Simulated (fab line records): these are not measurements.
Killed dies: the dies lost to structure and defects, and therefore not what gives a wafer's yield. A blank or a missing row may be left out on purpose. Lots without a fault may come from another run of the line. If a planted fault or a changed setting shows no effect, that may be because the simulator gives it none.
fab line records	flow gf180mcu	part 1 of 2: steps 1 to 32 of 43
record: lots: 5	wafers: 15	last-day: 34
route steps=602 shown MIM@517 M5@526 V5@540
lots with no fault: from the same line, run without faults
start-h: hours from the record's opening day to when the first of the lot's shown wafers began	wait-h: hours from the lot's prior step to this one	" same as the row above	L1.1+2: a single row standing in for several wafers	- value missing, or start not given	* or withheld: withheld	< > ~ a bound
route shown NAME@n: NAME is a module with steps in the file, n the number in the route of the first one	usual: the fault-free wafers' mean and standard deviation	same: alike in all rows	chamber/n: place in a boat	sites: readings site by site	_std_site: standard deviation across them	_edge_site: the outer-site mean with the inner-site mean subtracted	radius-mm: how far each site lies from the wafer's centre	mask NAME#n: copy n	behind: the most recent tool/chamber to have shaped the wafer	hold: the reason the lot was held/the length of the hold in hours/how it ended	device: the transistor (n, p or np) that didn't switch	end of line: the tests these same wafers got at the end of their route	for a step that has no rows: nothing shown but its recipe	killed: not the wafer's yield, but the dies lost to structure and defects at the first sort	map: per-die view of a wafer (x killed, . not killed, _ where there is no die)
set.NAME: setting as actually run; set.NAME@STEP: the setting as run at that earlier step	model.NAME: the simulator's own value behind a step, which no gauge read
certain route steps with their lots: each step a table, each wafer a row
services: when a tool's chamber went out of use (start-h, in hours from the record's first day, below 0 if earlier), for how many hours, and the reason
== steps ==
step: GF_MIM_COAT_14
recipe: resist: NOVOLAK	spin-rpm: 3000	resist-thk-nm: 1000
lot.wafer	tool	chamber	start-h	wait-h
L075.3+4+5	litho-track-04	0	575.78	0.1
L078.1+2+4	litho-track-01	0	603.60	0.1
L086.1+3+6	litho-track-01	0	673.15	0.1
L090.1+2+4	litho-track-04	0	696.98	0.1
L095.1+3+5	litho-track-01	0	732.80	0.1
step: GF_MIM_SOFTBAKE_15
recipe: temp-c: 90	time-s: 60	resist: NOVOLAK
lot.wafer	tool	chamber	start-h	wait-h
L075.3+4+5	litho-track-04	0	575.93	0.1
L078.1+2+4	litho-track-01	0	603.75	0.1
L086.1+3+6	litho-track-01	0	673.30	0.1
L090.1+2+4	litho-track-04	0	697.13	0.1
L095.1+3+5	litho-track-01	0	732.95	0.1
step: GF_MIM_EXPOSE_16
recipe: mask-id: FuseTop	target-cd-nm: 2000	na: 0.6	source-shape: conventional	sigma-outer: 0.6	dose-mj: 140
lot.wafer	tool	chamber	start-h	wait-h	mask
L075.3+4+5	iline-stepper-01	0	-	-	FuseTop#0
L078.1+2+4	iline-stepper-01	0	-	-	FuseTop#0
L086.1+3+6	iline-stepper-02	0	-	-	FuseTop#0
L090.1+2+4	iline-stepper-01	0	-	-	FuseTop#0
L095.1+3+5	iline-stepper-01	0	-	-	FuseTop#0
step: GF_MIM_PEB_17
recipe: temp-c: withheld	time-s: *	resist: NOVOLAK
lot.wafer	tool	chamber	start-h	wait-h
L075.3+4+5	litho-track-04	0	-	-
L078.1+2+4	litho-track-03	0	-	-
L086.1+3+6	litho-track-04	0	-	-
L090.1+2+4	litho-track-03	0	-	-
L095.1+3+5	litho-track-04	0	-	-
step: GF_MIM_DEVELOP_18
recipe: develop-time-s: 60	dev-temp-c: 23
lot.wafer	tool	chamber	start-h	wait-h
L075.3+4+5	litho-track-04	0	585.98	0.1
L078.1+2+4	litho-track-03	0	613.79	0.1
L086.1+3+6	litho-track-04	0	682.43	0.1
L090.1+2+4	litho-track-03	0	706.49	0.1
L095.1+3+5	litho-track-04	0	740.83	0.1
step: GF_MIM_METAL_ETCH_19
recipe: chemistry: Cl2/BCl3	mask-material: NOVOLAK	stop-on: Si3N4	target-depth-nm: 324.5	pressure-mtorr: 8	icp-w: 800	bias-w: 140	Cl2_flow_sccm: 80	bcl3-flow-sccm: 40	time-s: 54.1
usual: drypump-motor-current-A: 5.74/0.29	he-backside-leak-sccm: 3.28/0.16	oes-product-au: 0.947/0.0072	throttle-valve-pct: 28.278/0.0096
lot.wafer	tool	chamber	start-h	wait-h	drypump-motor-current-A	he-backside-leak-sccm	oes-product-au	rf-hours-counter-h	throttle-valve-pct
L075.3	rie-metal-01	0	586.11	0.1	5.72	3.22	0.942	-	28.276
L075.4	"	1	"	"	5.88	3.46	0.954	-	28.280
L075.5	"	0	"	"	5.71	3.45	0.946	-	28.288
L078.1	rie-metal-03	0	613.94	0.1	6.34	3.30	0.954	10	28.275
L078.2	"	1	"	"	5.56	3.42	0.949	6	28.291
L078.4	"	1	"	"	5.54	3.53	0.956	-	28.273
L086.1	rie-metal-04	1	682.58	0.1	5.25	2.89	0.930	12	28.272
L086.3	"	1	"	"	5.31	3.15	0.947	-	28.273
L086.6	"	1	"	"	5.31	3.00	0.949	-	28.282
L090.1	rie-metal-03	1	706.64	0.1	5.52	3.12	0.946	9	28.275
L090.2	"	1	"	"	5.58	3.25	0.949	-	28.272
L090.4	"	1	"	"	5.56	3.17	0.944	-	28.288
L095.1	rie-metal-01	1	740.98	0.1	5.86	3.25	0.940	0	28.292
L095.3	"	0	"	"	5.76	3.24	0.951	-	28.283
L095.5	"	1	"	"	5.84	3.28	0.948	-	28.281
step: GF_MIM_STRIP_20
recipe: chemistry: O2/N2	power-w: 1400	pressure-mtorr: 1500	platen-temp-c: 250	o2-flow-sccm: 3000	n2-flow-sccm: 300	overash-fraction: 0.5
usual: drypump-motor-current-A: 5.6/0.58	heater-power-w: 330/30	o2-flow-sccm: 3000/8.7	oes-product-au: 0.690/0.0048	strip-time-to-endpoint-s: 11.19/0.043
lot.wafer	tool	chamber	start-h	wait-h	drypump-motor-current-A	heater-power-w	o2-flow-sccm	oes-product-au	rf-hours-counter-h	strip-time-to-endpoint-s
L075.3	plasma-asher-01	0	586.19	0.1	4.7	363	2987	0.693	-	11.19
L075.4	"	1	"	"	6.0	325	2990	0.687	-	11.21
L075.5	"	1	"	"	6.0	319	2993	0.696	-	11.19
L078.1	plasma-asher-03	1	614.01	0.0	6.4	329	3013	0.692	22	11.15
L078.2	"	0	"	"	5.6	270	3008	0.683	22	11.19
L078.4	"	0	"	"	5.5	283	3010	0.692	-	11.21
L086.1	plasma-asher-03	1	682.65	0.0	6.4	325	2998	0.690	29	11.11
L086.3	"	0	"	"	5.5	274	3001	0.690	-	11.13
L086.6	"	1	"	"	6.4	336	3003	0.683	-	11.13
L090.1	plasma-asher-01	1	706.78	0.1	6.0	310	3016	0.695	91	11.26
L090.2	"	0	"	"	4.7	367	3008	0.690	91	11.25
L090.4	"	1	"	"	6.0	320	3024	0.691	-	11.24
L095.1	plasma-asher-03	0	741.05	0.0	5.5	274	3006	0.689	36	11.25
L095.3	"	1	"	"	6.4	338	3000	0.692	-	11.16
L095.5	"	0	"	"	5.5	281	2990	0.696	-	11.27
step: GF_MIM_STRIP_21
recipe: chemistry: post-etch-residue-remover	time-s: 1200	temp-c: 72.5
lot.wafer	tool	chamber	start-h	wait-h
L075.3+4+5	wet-bench-02	1	586.25	0.0
L078.1+2+4	wet-bench-02	1	614.11	0.1
L086.1+3+6	wet-bench-04	0	682.75	0.1
L090.1+2+4	wet-bench-04	2	706.88	0.1
L095.1+3+5	wet-bench-01	2	741.15	0.1
step: GF_MIM_CLEAN_22
recipe: chemistry: DIW	dry: n2-spin
lot.wafer	tool	chamber	start-h	wait-h
L075.3+4+5	wet-bench-04	2	586.63	0.0
L078.1+2+4	wet-bench-04	3	614.45	0.0
L086.1+3+6	wet-bench-02	3	683.44	0.0
L090.1+2+4	wet-bench-02	1	707.22	0.0
L095.1+3+5	wet-bench-02	0	741.49	0.0
step: GF_M5_DEHYDRATE_00
recipe: temp-c: 200	time-s: 60
lot.wafer	tool	chamber	start-h	wait-h
L075.3+4+5	litho-track-04	0	596.88	10.2
L078.1+2+4	litho-track-03	0	624.39	9.8
L086.1+3+6	litho-track-04	0	692.33	8.8
L090.1+2+4	litho-track-04	0	715.63	8.3
L095.1+3+5	litho-track-03	0	749.69	8.1
step: GF_M5_HMDS_01
recipe: prime-time-s: 60	prime-temp-c: 120
lot.wafer	tool	chamber	start-h	wait-h
L075.3+4+5	litho-track-04	0	597.03	0.1
L078.1+2+4	litho-track-03	0	624.54	0.1
L086.1+3+6	litho-track-04	0	692.48	0.1
L090.1+2+4	litho-track-04	0	715.78	0.1
L095.1+3+5	litho-track-03	0	749.84	0.1
step: GF_M5_COAT_02
recipe: resist: KrF	spin-rpm: withheld	resist-thk-nm: 1000
lot.wafer	tool	chamber	start-h	wait-h
L075.3+4+5	litho-track-04	0	597.18	0.1
L078.1+2+4	litho-track-03	0	624.69	0.1
L086.1+3+6	litho-track-04	0	692.63	0.1
L090.1+2+4	litho-track-04	0	715.93	0.1
L095.1+3+5	litho-track-03	0	749.99	0.1
step: GF_M5_SOFTBAKE_03
recipe: temp-c: 130	time-s: 60	resist: KrF
lot.wafer	tool	chamber	start-h	wait-h
L075.3+4+5	litho-track-04	0	597.33	0.1
L078.1+2+4	litho-track-03	0	624.84	0.1
L086.1+3+6	litho-track-04	0	692.78	0.1
L090.1+2+4	litho-track-04	0	716.08	0.1
L095.1+3+5	litho-track-03	0	750.14	0.1
step: GF_M5_EXPOSE_04
recipe: mask-id: Metal5	target-cd-nm: 280	na: 0.68	source-shape: conventional	sigma-outer: 0.6	dose-mj: 28
lot.wafer	tool	chamber	start-h	wait-h	mask
L075.3+4+5	krf-scanner-01	0	-	-	Metal5#0
L078.1+2+4	krf-scanner-02	0	-	-	Metal5#0
L086.1+3+6	krf-scanner-01	0	-	-	Metal5#0
L090.1+2+4	krf-scanner-02	0	-	-	Metal5#0
L095.1+3+5	krf-scanner-01	0	-	-	Metal5#0
step: GF_M5_PEB_05
recipe: peb-temp-c: 135	peb-time-s: 90	resist: KrF
lot.wafer	tool	chamber	start-h	wait-h
L075.3+4+5	litho-track-04	0	-	-
L078.1+2+4	litho-track-03	0	-	-
L086.1+3+6	litho-track-02	0	-	-
L090.1+2+4	litho-track-03	0	-	-
L095.1+3+5	litho-track-03	0	-	-
step: GF_M5_DEVELOP_06
recipe: develop-time-s: 60	dev-temp-c: 21
lot.wafer	tool	chamber	start-h	wait-h
L075.3+4+5	litho-track-04	0	608.03	0.1
L078.1+2+4	litho-track-03	0	634.89	0.2
L086.1+3+6	litho-track-02	0	701.67	0.2
L090.1+2+4	litho-track-03	0	724.84	0.2
L095.1+3+5	litho-track-03	0	758.34	0.2
step: GF_M5_CD_MEAS_07
recipe: target-cd-nm: 280
usual: cd-nm: 279.8/1.1
lot.wafer	tool	chamber	start-h	wait-h	cd-nm
L075.3	cd-sem-02	-	608.17	0.1	279.3
L075.4	"	-	"	"	279.6
L075.5	"	-	"	"	281.0
L078.1	cd-sem-02	-	635.04	0.1	279.6
L078.2	"	-	"	"	279.5
L078.4	"	-	"	"	278.8
L086.1	cd-sem-01	-	701.82	0.1	278.1
L086.3	"	-	"	"	278.7
L086.6	"	-	"	"	280.1
L090.1	cd-sem-02	-	724.99	0.1	280.3
L090.2	"	-	"	"	280.6
L090.4	"	-	"	"	281.0
L095.1	cd-sem-01	-	758.49	0.1	277.4
L095.3	"	-	"	"	277.6
L095.5	"	-	"	"	277.7
step: GF_M5_OVL_MEAS_08
usual: M5_OVL: -1/5.2
lot.wafer	tool	chamber	start-h	wait-h	M5_OVL[nm]
L075.3	overlay-01	-	608.27	0.1	-16
L075.4	"	-	"	"	-13
L075.5	"	-	"	"	-13
L078.1	overlay-02	-	635.16	0.1	-1
L078.2	"	-	"	"	-2
L078.4	"	-	"	"	-4
L086.1	overlay-02	-	701.94	0.1	-1
L086.3	"	-	"	"	-8
L086.6	"	-	"	"	-4
L090.1	overlay-01	-	725.11	0.1	-1
L090.2	"	-	"	"	-3
L090.4	"	-	"	"	-1
L095.1	overlay-02	-	758.61	0.1	-7
L095.3	"	-	"	"	-7
L095.5	"	-	"	"	-6
step: GF_M5_ETCH_09
recipe: chemistry: CF4/O2	target: Si3N4	target-depth-nm: 52	source-w: 800	bias-w: 150	pressure-mtorr: 150	cf4-flow-sccm: 80	O2_flow_sccm: 10	time-s: 11.6
usual: drypump-motor-current-A: 5.7/0.52	oes-product-au: 1.001/0.014	throttle-valve-pct: 5.971/0.01
lot.wafer	tool	chamber	start-h	wait-h	drypump-motor-current-A	oes-product-au	rf-hours-counter-h	throttle-valve-pct
L075.3	rie-diel-02	3	608.29	0.0	6.6	1.014	8	5.981
L075.4	"	1	"	"	5.5	0.986	-	5.978
L075.5	"	3	"	"	6.6	1.023	-	5.975
L078.1	rie-diel-03	0	635.20	0.0	5.9	0.994	63	5.963
L078.2	"	1	"	"	5.0	0.996	33	5.959
L078.4	"	3	"	"	5.7	1.004	21	5.982
L086.1	rie-diel-03	3	701.98	0.0	5.7	1.017	23	5.978
L086.3	"	2	"	"	5.8	1.023	29	5.978
L086.6	"	3	"	"	5.7	1.024	-	5.955
L090.1	rie-diel-03	0	725.15	0.0	5.8	0.994	2	5.979
L090.2	"	2	"	"	5.8	1.019	30	5.973
L090.4	"	3	"	"	5.7	1.008	25	5.981
L095.1	rie-diel-02	3	758.65	0.0	6.6	1.011	14	5.969
L095.3	"	0	"	"	4.9	0.978	21	5.980
L095.5	"	2	"	"	5.4	1.021	-	5.980
step: GF_M5_METAL_ETCH_10
recipe: chemistry: Cl2/BCl3	mask-material: KrF	target-depth-nm: 627.5	stop-on: SiO2	pressure-mtorr: 8	icp-w: 800	bias-w: 140	Cl2_flow_sccm: 80	bcl3-flow-sccm: 40	time-s: 104.6
usual: drypump-motor-current-A: 5.7/0.35	he-backside-leak-sccm: 3.37/0.2	oes-product-au: 0.974/0.0077	throttle-valve-pct: 28.247/0.012
lot.wafer	tool	chamber	start-h	wait-h	drypump-motor-current-A	he-backside-leak-sccm	oes-product-au	rf-hours-counter-h	throttle-valve-pct
L075.3	rie-metal-01	1	608.35	0.0	5.8	3.40	0.959	-	28.248
L075.4	"	0	"	"	5.7	3.12	0.970	-	28.262
L075.5	"	0	"	"	5.7	3.00	0.965	-	28.263
L078.1	rie-metal-03	1	635.22	0.0	5.5	3.24	0.977	7	28.260
L078.2	"	0	"	"	6.4	2.89	0.974	11	28.248
L078.4	"	1	"	"	5.5	3.32	0.965	-	28.262
L086.1	rie-metal-01	0	702.00	0.0	5.7	3.28	0.984	5	28.250
L086.3	"	0	"	"	5.7	3.20	0.969	-	28.247
L086.6	"	0	"	"	5.8	3.17	0.975	-	28.245
L090.1	rie-metal-01	0	725.17	0.0	5.8	3.08	0.982	7	28.246
L090.2	"	0	"	"	5.8	3.07	0.953	-	28.258
L090.4	"	0	"	"	5.7	3.06	0.978	-	28.239
L095.1	rie-metal-01	0	758.67	0.0	5.8	3.27	0.960	9	28.235
L095.3	"	0	"	"	5.8	3.20	0.971	-	28.259
L095.5	"	0	"	"	5.8	3.35	0.979	-	28.256
step: GF_M5_STRIP_11
recipe: chemistry: O2/N2	power-w: 1400	pressure-mtorr: 1500	platen-temp-c: 250	o2-flow-sccm: 3000	n2-flow-sccm: 300	overash-fraction: 0.5
usual: drypump-motor-current-A: 5.6/0.55	heater-power-w: 328/25	o2-flow-sccm: 3000/9.5	oes-product-au: 0.542/0.005	strip-time-to-endpoint-s: 7.50/0.047
lot.wafer	tool	chamber	start-h	wait-h	drypump-motor-current-A	heater-power-w	o2-flow-sccm	oes-product-au	rf-hours-counter-h	strip-time-to-endpoint-s
L075.3	plasma-asher-01	1	608.46	0.1	6.0	328	2995	0.535	-	7.52
L075.4	"	0	"	"	4.7	365	3004	0.539	-	7.51
L075.5	"	0	"	"	4.7	374	2999	0.532	-	7.51
L078.1	plasma-asher-04	1	635.33	0.1	6.1	331	2988	0.549	94	7.57
L078.2	"	0	"	"	5.3	315	2991	0.549	94	7.50
L078.4	"	0	"	"	5.3	318	2991	0.545	-	7.54
L086.1	plasma-asher-01	0	702.23	0.2	4.7	364	2987	0.542	91	7.44
L086.3	"	0	"	"	4.7	363	3001	0.534	-	7.48
L086.6	"	1	"	"	6.0	319	3008	0.547	-	7.47
L090.1	plasma-asher-03	1	725.39	0.2	6.4	333	2991	0.551	34	7.46
L090.2	"	0	"	"	5.5	279	2981	0.542	34	7.42
L090.4	"	1	"	"	6.4	329	2995	0.534	-	7.49
L095.1	plasma-asher-01	0	758.78	0.1	4.7	362	3000	0.534	97	7.45
L095.3	"	0	"	"	4.7	359	3007	0.535	-	7.47
L095.5	"	1	"	"	6.0	322	2991	0.546	-	7.47
step: GF_M5_STRIP_12
recipe: chemistry: post-etch-residue-remover	time-s: 1200	temp-c: 72.5
lot.wafer	tool	chamber	start-h	wait-h
L075.3+4+5	wet-bench-01	2	608.54	0.1
L078.1+2+4	wet-bench-03	2	635.43	0.1
L086.1+3+6	wet-bench-01	2	702.33	0.1
L090.1+2+4	wet-bench-04	0	725.49	0.1
L095.1+3+5	wet-bench-04	3	758.88	0.1
step: GF_M5_CLEAN_13
recipe: chemistry: DIW	dry: n2-spin
lot.wafer	tool	chamber	start-h	wait-h
L075.3+4+5	wet-bench-03	0	608.92	0.0
L078.1+2+4	wet-bench-03	3	635.81	0.0
L086.1+3+6	wet-bench-03	1	702.70	0.0
L090.1+2+4	wet-bench-03	1	725.87	0.0
L095.1+3+5	wet-bench-01	3	759.22	0.0
step: GF_V5_CVD_00
recipe: material: SiO2	target-thk-nm: 300	sigma-open-frac: 0.3	temp-c: 400	time-s: 50	sih4-flow-sccm: 61.89	pressure-mtorr: 6
usual: sih4-flow-sccm: 61.89/0.18
lot.wafer	tool	chamber	start-h	wait-h	sih4-flow-sccm
L075.3	hdpcvd-02	2	609.02	0.0	62.06
L075.4	"	1	"	"	61.77
L075.5	"	0	"	"	61.90
L078.1	hdpcvd-01	0	635.91	0.0	61.60
L078.2	"	1	"	"	61.77
L078.4	"	2	"	"	62.26
L086.1	hdpcvd-01	2	702.80	0.0	62.12
L086.3	"	1	"	"	61.90
L086.6	"	1	"	"	61.94
L090.1	hdpcvd-01	2	725.96	0.0	61.96
L090.2	"	0	"	"	61.85
L090.4	"	0	"	"	61.64
L095.1	hdpcvd-02	0	759.32	0.0	61.84
L095.3	"	1	"	"	61.76
L095.5	"	0	"	"	61.64
step: GF_V5_THK_MEAS_01
recipe: reads: SiO2_of_V5_CVD_00
usual: V5_CVD_00_THK: 308/3.3
lot.wafer	tool	chamber	start-h	wait-h	V5_CVD_00_THK[nm]
L075.3	film-metro-01	-	609.08	0.0	310
L075.4	"	-	"	"	309
L075.5	"	-	"	"	301
L078.1	film-metro-01	-	636.10	0.2	305
L078.2	"	-	"	"	308
L078.4	"	-	"	"	311
L086.1	film-metro-03	-	702.84	0.0	312
L086.3	"	-	"	"	305
L086.6	"	-	"	"	309
L090.1	film-metro-01	-	726.00	0.0	305
L090.2	"	-	"	"	304
L090.4	"	-	"	"	303
L095.1	film-metro-03	-	759.37	0.0	310
L095.3	"	-	"	"	309
L095.5	"	-	"	"	312
step: GF_V5_CVD_02
recipe: material: SiO2	target-thk-nm: 1450	precursor: TEOS	temp-c: 400	time-s: 163.28	rf-w: 600
usual: heater-power-outer-w: 380/81	heater-power-w: 655/120
lot.wafer	tool	chamber	start-h	wait-h	heater-power-outer-w	heater-power-w
L075.3	pecvd-01	2	609.12	0.0	327	603
L075.4	"	0	"	"	379	684
L075.5	"	2	"	"	399	682
L078.1	pecvd-03	0	636.16	0.1	519	877
L078.2	"	2	"	"	330	587
L078.4	"	0	"	"	418	745
L086.1	pecvd-04	0	702.90	0.1	360	655
L086.3	"	2	"	"	342	605
L086.6	"	1	"	"	320	609
L090.1	pecvd-03	1	726.06	0.1	503	789
L090.2	"	0	"	"	529	897
L090.4	"	1	"	"	402	660
L095.1	pecvd-01	0	759.43	0.1	378	664
L095.3	"	2	"	"	334	624
L095.5	"	1	"	"	294	448
step: GF_V5_THK_MEAS_03
recipe: reads: SiO2_of_V5_CVD_02
usual: V5_CVD_02_THK: 1446/25
lot.wafer	tool	chamber	start-h	wait-h	V5_CVD_02_THK[nm]
L075.3	film-metro-01	-	609.25	0.1	1420
L075.4	"	-	"	"	1415
L075.5	"	-	"	"	1439
L078.1	film-metro-01	-	636.33	0.1	1473
L078.2	"	-	"	"	1448
L078.4	"	-	"	"	1482
L086.1	film-metro-01	-	703.01	0.1	1408
L086.3	"	-	"	"	1444
L086.6	"	-	"	"	1464
L090.1	film-metro-01	-	726.17	0.1	1462
L090.2	"	-	"	"	1437
L090.4	"	-	"	"	1472
L095.1	film-metro-01	-	759.54	0.1	1405
L095.3	"	-	"	"	1425
L095.5	"	-	"	"	1460
step: GF_V5_CMP_04
recipe: material: SiO2	down-force-psi: 4	platen-rpm: 60	pad-velocity-m-s: 0.94248
usual: motor-current-A: 11.9/0.77
lot.wafer	tool	chamber	start-h	wait-h	motor-current-A
L075.4	cmp-01	0	609.29	0.0	10.2
L075.3	"	3	"	"	11.4
L075.5	"	0	"	"	9.8
L078.2	cmp-02	0	636.46	0.1	12.8
L078.4	"	1	"	"	11.1
L078.1	"	2	"	"	11.6
L086.3	cmp-01	3	703.12	0.1	11.9
L086.1	"	0	"	"	10.5
L086.6	"	2	"	"	12.8
L090.2	cmp-02	2	726.63	0.4	11.1
L090.4	"	3	"	"	12.1
L090.1	"	0	"	"	12.1
L095.1	cmp-02	1	759.60	0.1	10.9
L095.3	"	2	"	"	12.5
L095.5	"	1	"	"	10.4
step: GF_V5_BOW_MEAS_05
recipe: mode: bow
usual: V5_BOW: 135/7.9
lot.wafer	tool	chamber	start-h	wait-h	V5_BOW[um]
L075.3	film-metro-01	-	609.63	0.1	142
L075.4	"	-	"	"	150
L075.5	"	-	"	"	140
L078.1	film-metro-02	-	636.71	0.1	136
L078.2	"	-	"	"	144
L078.4	"	-	"	"	150
L086.1	film-metro-03	-	703.37	0.1	137
L086.3	"	-	"	"	146
L086.6	"	-	"	"	131
L090.1	film-metro-03	-	726.93	0.1	134
L090.2	"	-	"	"	132
L090.4	"	-	"	"	131
L095.1	film-metro-02	-	759.90	0.2	136
L095.3	"	-	"	"	147
L095.5	"	-	"	"	152
step: GF_V5_DEHYDRATE_06
recipe: temp-c: 200	time-s: 60
lot.wafer	tool	chamber	start-h	wait-h
L075.3+4+5	litho-track-03	0	619.39	9.7
L078.1+2+4	litho-track-03	0	646.29	9.6
L086.1+3+6	litho-track-03	0	711.59	8.2
L090.1+2+4	litho-track-01	0	734.70	7.7
L095.1+3+5	litho-track-02	0	767.72	7.8
step: GF_V5_HMDS_07
recipe: prime-time-s: 60	prime-temp-c: 120
lot.wafer	tool	chamber	start-h	wait-h
L075.3+4+5	litho-track-03	0	619.54	0.1
L078.1+2+4	litho-track-03	0	646.44	0.1
L086.1+3+6	litho-track-03	0	711.74	0.1
L090.1+2+4	litho-track-01	0	734.85	0.1
L095.1+3+5	litho-track-02	0	767.87	0.1
step: GF_V5_COAT_08
recipe: resist: BARC	temp-c: withheld	time-s: withheld	spin-rpm: withheld	resist-thk-nm: withheld
lot.wafer	tool	chamber	start-h	wait-h
L075.3+4+5	litho-track-03	0	619.69	0.1
L078.1+2+4	litho-track-03	0	646.59	0.1
L086.1+3+6	litho-track-03	0	711.89	0.1
L090.1+2+4	litho-track-01	0	735.00	0.1
L095.1+3+5	litho-track-02	0	768.02	0.1
